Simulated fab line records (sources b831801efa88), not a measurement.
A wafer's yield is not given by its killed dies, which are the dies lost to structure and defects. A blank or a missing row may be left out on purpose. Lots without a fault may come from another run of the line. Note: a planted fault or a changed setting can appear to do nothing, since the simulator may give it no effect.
fab line records	flow sky130
record: lots: 11	wafers: 32	lastDay: 50
route steps=708 shown METAL1@450 VIA1@461 METAL3@568
lots that met no fault: from a run of the same line without faults
startH: the number of hours between the record's first day and the start of the first shown wafer of the lot	waitH: hours from the lot's prior step to this one	" the same as in the row above	L1.1+2: one row covering several wafers at once	- no value, or no start was given	* or withheld: withheld	< > ~ a bound
route shown NAME@n: names a module that has steps shown in the file, with the first one's number in the route	usual: the fault-free wafers' mean and standard deviation	same: alike in all rows	chamber/n: place in a boat	sites: the reading at each site	_std_site: the values' standard deviation	_edge_site: inner sites' mean taken away from outer sites' mean	radiusMm: how far each site lies from the wafer's centre	mask NAME#n: copy n	behind: the last tool/chamber to shape the wafer	hold: why the lot went on hold/how many hours it stayed there/how the hold came to an end	device: transistor that didn't switch, given as n, p or np	end of line: the route-end tests of the same wafers	step lacking rows: just its recipe	killed: count of dies lost to structure and defects at first sort (not the wafer's yield)	map: the dies of a wafer, with x for killed, . for not killed, _ for no die there
set.NAME: the run value of the setting; set.NAME@STEP: its run value at that earlier step	model.NAME: the simulator's own value behind a step, which no gauge read
a sample of lots followed through the steps of the route, with each step as a table and each wafer as a row
services: a tool's chamber out of use, with start hour (startH, from the record's first day; less than 0 if before it), hours out, and reason
== steps ==
step: SKY_METAL1_OVL_MEAS_16
usual: METAL1_OVL: -1/4.9
lot.wafer	tool	chamber	startH	waitH	METAL1_OVL[nm]
L832.2	overlay-02	-	785.90	0.1	-1
L832.3	"	-	"	"	1
L832.4	"	-	"	"	2
L834.2	overlay-02	-	797.10	0.1	0
L834.5	"	-	"	"	2
L834.6	"	-	"	"	6
L837.1	overlay-02	-	814.70	0.1	-2
L837.4	"	-	"	"	-4
L837.5	"	-	"	"	-2
L838.2	overlay-02	-	829.80	0.1	-5
L838.3	"	-	"	"	3
L838.4	"	-	"	"	-2
L839.3	overlay-01	-	830.51	0.1	11
L839.5	"	-	"	"	10
L839.6	"	-	"	"	10
L842.2	overlay-02	-	856.79	0.1	5
L842.4	"	-	"	"	4
L842.6	"	-	"	"	-3
L844.1	overlay-01	-	867.93	0.1	-2
L844.4	"	-	"	"	-2
L845.2	overlay-01	-	877.30	0.1	0
L845.5	"	-	"	"	-6
L845.6	"	-	"	"	-5
L851.1	overlay-01	-	912.44	0.1	-6
L851.4	"	-	"	"	-5
L851.5	"	-	"	"	4
L852.2	overlay-01	-	914.60	0.1	-3
L852.3	"	-	"	"	-9
L852.6	"	-	"	"	-4
L853.1	overlay-01	-	925.38	0.1	-11
L853.3	"	-	"	"	-8
L853.6	"	-	"	"	-7
step: SKY_VIA1_BOW_MEAS_03
recipe: mode: bow
usual: VIA1_BOW: 80/7
lot.wafer	tool	chamber	startH	waitH	VIA1_BOW[um]
L832.2	filmMetro-01	-	787.38	0.2	80
L832.3	"	-	"	"	76
L832.4	"	-	"	"	79
L834.2	filmMetro-04	-	798.49	0.2	76
L834.5	"	-	"	"	88
L834.6	"	-	"	"	76
L837.1	filmMetro-01	-	816.17	0.1	94
L837.4	"	-	"	"	79
L837.5	"	-	"	"	92
L838.2	filmMetro-01	-	831.15	0.2	79
L838.3	"	-	"	"	82
L838.4	"	-	"	"	89
L839.3	filmMetro-01	-	831.87	0.2	93
L839.5	"	-	"	"	75
L839.6	"	-	"	"	87
L842.2	filmMetro-02	-	858.13	0.3	78
L842.4	"	-	"	"	93
L842.6	"	-	"	"	83
L844.1	filmMetro-01	-	869.26	0.1	77
L844.4	"	-	"	"	83
L845.2	filmMetro-01	-	878.63	0.2	70
L845.5	"	-	"	"	82
L845.6	"	-	"	"	82
L851.1	filmMetro-02	-	913.84	0.2	89
L851.4	"	-	"	"	78
L851.5	"	-	"	"	76
L852.2	filmMetro-02	-	916.02	0.1	78
L852.3	"	-	"	"	77
L852.6	"	-	"	"	77
L853.1	filmMetro-04	-	926.67	0.2	73
L853.3	"	-	"	"	76
L853.6	"	-	"	"	87
step: SKY_VIA1_THK_MEAS_23
recipe: thkMeasGauge: xrf	reads: W_of_VIA1_CVD_21
usual: VIA1_W_THK: 272/5.1
lot.wafer	tool	chamber	startH	waitH	VIA1_W_THK[nm]
L832.2	filmMetro-04	-	814.51	0.1	262
L832.3	"	-	"	"	261
L832.4	"	-	"	"	263
L834.2	filmMetro-02	-	825.90	0.1	276
L834.5	"	-	"	"	274
L834.6	"	-	"	"	273
L837.1	filmMetro-01	-	842.63	0.1	275
L837.4	"	-	"	"	273
L837.5	"	-	"	"	269
L838.2	filmMetro-01	-	857.32	0.1	272
L838.3	"	-	"	"	271
L838.4	"	-	"	"	270
L839.3	filmMetro-02	-	859.30	0.1	269
L839.5	"	-	"	"	267
L839.6	"	-	"	"	274
L842.2	filmMetro-04	-	885.25	0.1	263
L842.4	"	-	"	"	264
L842.6	"	-	"	"	262
L844.1	filmMetro-02	-	895.63	0.1	266
L844.4	"	-	"	"	271
L845.2	filmMetro-02	-	905.06	0.1	269
L845.5	"	-	"	"	272
L845.6	"	-	"	"	270
L851.1	filmMetro-02	-	940.32	0.1	277
L851.4	"	-	"	"	276
L851.5	"	-	"	"	273
L852.2	filmMetro-04	-	942.30	0.1	269
L852.3	"	-	"	"	271
L852.6	"	-	"	"	273
L853.1	filmMetro-01	-	952.69	0.1	280
L853.3	"	-	"	"	281
L853.6	"	-	"	"	279
step: SKY_METAL3_METAL_ETCH_18
recipe: targetDepthA: 8450	stopOn: SiO2	overEtchFrac: 0.3	timeS: 183.1	chemistry: Cl2/BCl3	resistSidewallDeg: 88	pressureMtorr: 10	icpW: 900	biasW: 48.5	Cl2_flow_sccm: 60	bcl3FlowSccm: 30
usual: bcl3FlowSccm: 29.99/0.091	drypumpMotorCurrentA: 5.7/0.65	oesProductAu: 0.868/0.0063	runLengthS: 211.6/0.76	throttleValvePct: 22.265/0.009
lot.wafer	tool	chamber	startH	waitH	bcl3FlowSccm	drypumpMotorCurrentA	oesProductAu	rfHoursCounterH	runLengthS	throttleValvePct
L832.2	rieMetal-04	1	921.28	0.0	30.09	5.9	0.864	11	211.0	22.258
L832.3	"	1	"	"	29.92	5.9	0.861	-	211.5	22.252
L832.4	"	0	"	"	30.01	4.7	0.867	-	211.4	22.277
L834.2	rieMetal-04	0	932.64	0.0	30.08	4.7	0.861	10	211.4	22.262
L834.5	"	0	"	"	30.09	4.6	0.859	-	212.1	22.248
L834.6	"	1	"	"	29.95	5.8	0.858	-	210.9	22.273
L837.1	rieMetal-03	0	949.94	0.0	30.01	6.4	0.862	9	211.1	22.271
L837.4	"	0	"	"	30.05	6.4	0.864	-	210.6	22.265
L837.5	"	0	"	"	29.93	6.3	0.860	-	210.6	22.276
L838.2	rieMetal-04	0	961.44	0.0	30.13	4.6	0.882	11	211.6	22.277
L838.3	"	1	"	"	30.00	5.9	0.868	-	211.0	22.259
L838.4	"	0	"	"	30.10	4.6	0.871	-	211.9	22.266
L839.3	rieMetal-04	0	963.24	0.1	30.11	4.7	0.860	-	211.6	22.255
L839.5	"	0	"	"	30.10	4.7	0.864	-	212.1	22.265
L839.6	"	1	"	"	29.96	5.9	0.868	-	211.0	22.264
L842.2	rieMetal-02	1	986.88	0.0	29.99	6.4	0.876	8	212.1	22.257
L842.4	"	0	"	"	30.22	5.4	0.853	-	212.7	22.267
L842.6	"	1	"	"	30.07	6.4	0.877	-	212.1	22.266
L844.1	rieMetal-04	1	996.93	0.0	30.15	5.9	0.967	15	191.5	22.272
L844.4	"	1	"	"	30.03	5.9	0.861	-	210.9	22.282
L845.2	rieMetal-04	0	1005.48	0.0	30.10	4.7	0.868	14	211.9	22.257
L845.5	"	1	"	"	29.85	5.8	0.870	-	211.0	22.253
L845.6	"	0	"	"	30.12	4.6	0.982	-	192.4	22.264
L851.1	rieMetal-03	1	1038.48	0.0	30.04	6.1	0.870	20	211.8	22.268
L851.4	"	1	"	"	30.09	6.1	0.868	-	211.6	22.257
L851.5	"	0	"	"	29.87	6.4	0.866	-	211.4	22.275
L852.2	rieMetal-03	0	1041.33	0.0	29.87	6.4	0.873	13	211.1	22.266
L852.3	"	1	"	"	29.92	6.1	0.873	-	211.6	22.267
L852.6	"	0	"	"	29.91	6.4	0.877	-	211.5	22.261
L853.1	rieMetal-03	1	1052.63	0.0	30.00	6.1	0.867	21	211.9	22.252
L853.3	"	0	"	"	29.95	6.4	0.859	-	211.0	22.270
L853.6	"	0	"	"	29.97	6.4	0.861	-	210.6	22.269
step: SKY_METAL3_STRIP_19
recipe: chemistry: O2/N2	powerW: 1400	pressureMtorr: 1500	platenTempC: withheld	o2FlowSccm: 3000	n2FlowSccm: 300	overashFraction: 0.5
usual: drypumpMotorCurrentA: 5.9/0.45	oesProductAu: 0.504/0.0052	stripTimeToEndpointS: 6.56/0.054
lot.wafer	tool	chamber	startH	waitH	drypumpMotorCurrentA	oesProductAu	rfHoursCounterH	stripTimeToEndpointS
L832.2	plasmaAsher-03	1	921.46	0.1	6.6	0.508	75	6.60
L832.3	"	0	"	"	5.4	0.513	-	6.64
L832.4	"	1	"	"	6.6	0.502	-	6.51
L834.2	plasmaAsher-03	0	932.82	0.1	5.4	0.506	77	6.51
L834.5	"	0	"	"	5.4	0.499	-	6.49
L834.6	"	1	"	"	6.6	0.502	-	6.51
L837.1	plasmaAsher-01	1	950.11	0.1	6.0	0.502	19	6.49
L837.4	"	0	"	"	5.5	0.505	-	6.57
L837.5	"	0	"	"	5.5	0.502	-	6.54
L838.2	plasmaAsher-03	1	961.62	0.1	6.7	0.497	80	6.40
L838.3	"	1	"	"	6.6	0.502	-	6.47
L838.4	"	0	"	"	5.4	0.502	-	6.40
L839.3	plasmaAsher-01	0	963.39	0.1	5.5	0.513	-	6.52
L839.5	"	0	"	"	5.5	0.510	-	6.64
L839.6	"	1	"	"	6.0	0.501	-	6.55
L842.2	plasmaAsher-01	0	987.06	0.1	5.6	0.502	23	6.59
L842.4	"	1	"	"	6.0	0.505	-	6.60
L842.6	"	1	"	"	6.1	0.496	-	6.58
L844.1	plasmaAsher-01	0	997.11	0.1	5.6	0.531	24	7.13
L844.4	"	0	"	"	5.6	0.504	-	6.55
L845.2	plasmaAsher-02	1	1005.66	0.1	5.4	0.507	59	6.53
L845.5	"	0	"	"	6.2	0.492	-	6.50
L845.6	"	1	"	"	5.4	0.526	-	7.07
L851.1	plasmaAsher-01	1	1038.66	0.1	6.0	0.507	28	6.60
L851.4	"	0	"	"	5.6	0.500	-	6.56
L851.5	"	1	"	"	6.0	0.508	-	6.61
L852.2	plasmaAsher-03	1	1041.51	0.1	6.7	0.508	87	6.54
L852.3	"	0	"	"	5.4	0.503	-	6.53
L852.6	"	0	"	"	5.4	0.505	-	6.53
L853.1	plasmaAsher-03	1	1052.81	0.1	6.6	0.509	89	6.59
L853.3	"	0	"	"	5.4	0.507	-	6.65
L853.6	"	1	"	"	6.6	0.497	-	6.65
== services ==
tool	chamber	startH	hours	kind
rieMetal-04	-	919.38	0.6	repair
plasmaAsher-02	-	936.70	1.1	repair
rieMetal-04	-	981.89	0.3	repair
== key ==
firstSign: step: SKY_METAL3_METAL_ETCH_18	reading: runLengthS	direction: down	sigmas: 26	usual: *	struck: *
effect: step: SKY_METAL3_METAL_ETCH_18	reading: oesProductAu	direction: up	sigmas: 17	usual: 0.868	struck: 0.975
effect: step: SKY_METAL3_STRIP_19	reading: stripTimeToEndpointS	direction: up	sigmas: 10	usual: *	struck: *
metAt SKY_METAL3_METAL_ETCH_18
struckLots L844,L845
struckWafers L844.1,L845.6
notActingAt SKY_METAL1_OVL_MEAS_16,SKY_VIA1_BOW_MEAS_03,SKY_VIA1_THK_MEAS_23
onsetBetween 963.24 996.93
fault: kind: processParameterDrift	tool: rieMetal-04	chamber: -	onsetH: 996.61	steps: SKY_METAL3_METAL_ETCH_18	channel: timeS	offset: *	shape: step	endH: 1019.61	scope: struckWafersOnly	actsIn: *	stated: *
